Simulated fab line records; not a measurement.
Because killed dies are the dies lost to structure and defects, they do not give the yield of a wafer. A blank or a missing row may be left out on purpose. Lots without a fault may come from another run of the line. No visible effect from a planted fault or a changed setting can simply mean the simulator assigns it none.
Check of tool commonality / flow sky130 / 10 lots and 29 wafers in the sample

WHY IT WAS OPENED
SKY_CAPM_RS_MEAS_03, reading CAPM_TIN_RS: flagged on 2 of 10 lots. No-fault wafers: 6.95 ohm/sq, standard deviation 0.074.
Rule: a lot is flagged when every wafer of it that has a number lies more than 4 standard deviations from that mean, or none has a number. The other lots count as sound.

lot=L798; measured=day 37 18:07; on=film_metro-04; CAPM_TIN_RS (ohm/sq), wafer by wafer=6.90 6.93 6.96; flag=
lot=L800; measured=day 38 02:22; on=film_metro-02; CAPM_TIN_RS (ohm/sq), wafer by wafer=6.95 6.88 6.87; flag=
lot=L799; measured=day 38 05:50; on=film_metro-02; CAPM_TIN_RS (ohm/sq), wafer by wafer=6.95 6.84 6.92; flag=
lot=L806; measured=day 41 23:50; on=film_metro-01; CAPM_TIN_RS (ohm/sq), wafer by wafer=6.91 6.78 6.95; flag=
lot=L807; measured=day 42 00:31; on=film_metro-01; CAPM_TIN_RS (ohm/sq), wafer by wafer=7.43 7.40; flag=FLAGGED
lot=L808; measured=day 42 03:04; on=film_metro-02; CAPM_TIN_RS (ohm/sq), wafer by wafer=7.31 7.33 7.47; flag=FLAGGED
lot=L812; measured=day 42 10:22; on=film_metro-04; CAPM_TIN_RS (ohm/sq), wafer by wafer=6.97 6.94 6.88; flag=
lot=L813; measured=day 42 15:20; on=film_metro-02; CAPM_TIN_RS (ohm/sq), wafer by wafer=7.13 7.05 7.07; flag=
lot=L814; measured=day 42 15:35; on=film_metro-01; CAPM_TIN_RS (ohm/sq), wafer by wafer=6.98 7.01 7.00; flag=
lot=L816; measured=day 43 06:56; on=film_metro-04; CAPM_TIN_RS (ohm/sq), wafer by wafer=7.02 7.05 7.07; flag=
The mean of the flagged lots' numbers is 7.39 ohm/sq, +0.44 ohm/sq from the usual (+6 standard deviations).

WHICH TOOL EACH LOT WENT THROUGH
The record holds 3 process steps before the reading, out of a route of 708 steps. Each cell gives the tool, then ch followed by the chambers the sampled wafers passed through, then the start.
lot=L798; flag=; SKY_METAL2_DESCUM_17=rie_metal-03 ch 0,1, day 36 13:19; SKY_METAL3_SPUTTER_02=pvd_sputter-02, day 37 17:48; SKY_CAPM_SPUTTER_02=pvd_sputter-03, day 37 17:59
lot=L800; flag=; SKY_METAL2_DESCUM_17=rie_metal-01 ch 0,1, day 36 20:37; SKY_METAL3_SPUTTER_02=pvd_sputter-01, day 38 02:04; SKY_CAPM_SPUTTER_02=pvd_sputter-04, day 38 02:16
lot=L799; flag=; SKY_METAL2_DESCUM_17=rie_metal-04 ch 0,1, day 37 00:40; SKY_METAL3_SPUTTER_02=pvd_sputter-02, day 38 05:32; SKY_CAPM_SPUTTER_02=pvd_sputter-03, day 38 05:44
lot=L806; flag=; SKY_METAL2_DESCUM_17=rie_metal-01 ch 0,1, day 40 20:16; SKY_METAL3_SPUTTER_02=pvd_sputter-02, day 41 23:32; SKY_CAPM_SPUTTER_02=pvd_sputter-03, day 41 23:44
lot=L807; flag=FLAGGED; SKY_METAL2_DESCUM_17=rie_metal-04 ch 0, day 40 20:55; SKY_METAL3_SPUTTER_02=pvd_sputter-04, day 42 00:11; SKY_CAPM_SPUTTER_02=pvd_sputter-03, day 42 00:22
lot=L808; flag=FLAGGED; SKY_METAL2_DESCUM_17=rie_metal-03 ch 0,1, day 41 00:25; SKY_METAL3_SPUTTER_02=pvd_sputter-02, day 42 02:46; SKY_CAPM_SPUTTER_02=pvd_sputter-03, day 42 02:57
lot=L812; flag=; SKY_METAL2_DESCUM_17=rie_metal-01 ch 0, day 41 07:43; SKY_METAL3_SPUTTER_02=pvd_sputter-01, day 42 10:04; SKY_CAPM_SPUTTER_02=pvd_sputter-04, day 42 10:15
lot=L813; flag=; SKY_METAL2_DESCUM_17=rie_metal-01 ch 0,1, day 41 12:54; SKY_METAL3_SPUTTER_02=pvd_sputter-01, day 42 15:01; SKY_CAPM_SPUTTER_02=pvd_sputter-04, day 42 15:13
lot=L814; flag=; SKY_METAL2_DESCUM_17=rie_metal-03 ch 0,1, day 41 13:25; SKY_METAL3_SPUTTER_02=pvd_sputter-01, day 42 15:17; SKY_CAPM_SPUTTER_02=pvd_sputter-02, day 42 15:28
lot=L816; flag=; SKY_METAL2_DESCUM_17=rie_metal-01 ch 0,1, day 42 04:49; SKY_METAL3_SPUTTER_02=pvd_sputter-04, day 43 06:34; SKY_CAPM_SPUTTER_02=pvd_sputter-02, day 43 06:46
What the steps here do:
- SKY_METAL2_DESCUM_17: chemistry O2, time 8 s.
- SKY_METAL3_SPUTTER_02: material AlCu, target thk 735 nm, time 39.1 s.
- SKY_CAPM_SPUTTER_02: material TiN, target thk 200 nm, time 166.7 s.
- SKY_CAPM_RS_MEAS_03: measures by four-point-probe.

FLAGGED AGAINST TOTAL, ONE TOOL AT A TIME (gauges that did the reading follow at the end)
step=SKY_METAL2_DESCUM_17; tool=rie_metal-01; lots run=5; flagged=0; share of the flagged lots=none; sound lots run after its first flagged lot=-
step=SKY_METAL2_DESCUM_17; tool=rie_metal-03; lots run=3; flagged=1; share of the flagged lots=some; sound lots run after its first flagged lot=1 (L814)
step=SKY_METAL2_DESCUM_17; tool=rie_metal-04; lots run=2; flagged=1; share of the flagged lots=some; sound lots run after its first flagged lot=0
step=SKY_METAL3_SPUTTER_02; tool=pvd_sputter-01; lots run=4; flagged=0; share of the flagged lots=none; sound lots run after its first flagged lot=-
step=SKY_METAL3_SPUTTER_02; tool=pvd_sputter-02; lots run=4; flagged=1; share of the flagged lots=some; sound lots run after its first flagged lot=0
step=SKY_METAL3_SPUTTER_02; tool=pvd_sputter-04; lots run=2; flagged=1; share of the flagged lots=some; sound lots run after its first flagged lot=1 (L816)
step=SKY_CAPM_SPUTTER_02; tool=pvd_sputter-02; lots run=2; flagged=0; share of the flagged lots=none; sound lots run after its first flagged lot=-
step=SKY_CAPM_SPUTTER_02; tool=pvd_sputter-03; lots run=5; flagged=2; share of the flagged lots=all; sound lots run after its first flagged lot=0
step=SKY_CAPM_SPUTTER_02; tool=pvd_sputter-04; lots run=3; flagged=0; share of the flagged lots=none; sound lots run after its first flagged lot=-
step=SKY_CAPM_RS_MEAS_03; tool=film_metro-01; lots run=3; flagged=1; share of the flagged lots=some; sound lots run after its first flagged lot=1 (L814)
step=SKY_CAPM_RS_MEAS_03; tool=film_metro-02; lots run=4; flagged=1; share of the flagged lots=some; sound lots run after its first flagged lot=1 (L813)
step=SKY_CAPM_RS_MEAS_03; tool=film_metro-04; lots run=3; flagged=0; share of the flagged lots=none; sound lots run after its first flagged lot=-

WHAT IS ALLOWED BY THE TABLE
In the table, 1 row covers all flagged lots: pvd_sputter-03 at SKY_CAPM_SPUTTER_02.
- pvd_sputter-03 at SKY_CAPM_SPUTTER_02: 2 of its 5 lots flagged. Its last sound lot is L806 (day 41 23:44), its first flagged lot L807 (day 42 00:22): a fault that began between those two fits.
One tool is left: pvd_sputter-03 at SKY_CAPM_SPUTTER_02.

WHAT THE SIMULATOR HAD PUT IN
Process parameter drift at SKY_CAPM_SPUTTER_02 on pvd_sputter-03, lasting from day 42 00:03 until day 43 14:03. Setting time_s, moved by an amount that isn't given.
Shown lots that were struck: L807, L808. Same finding as the rule above.
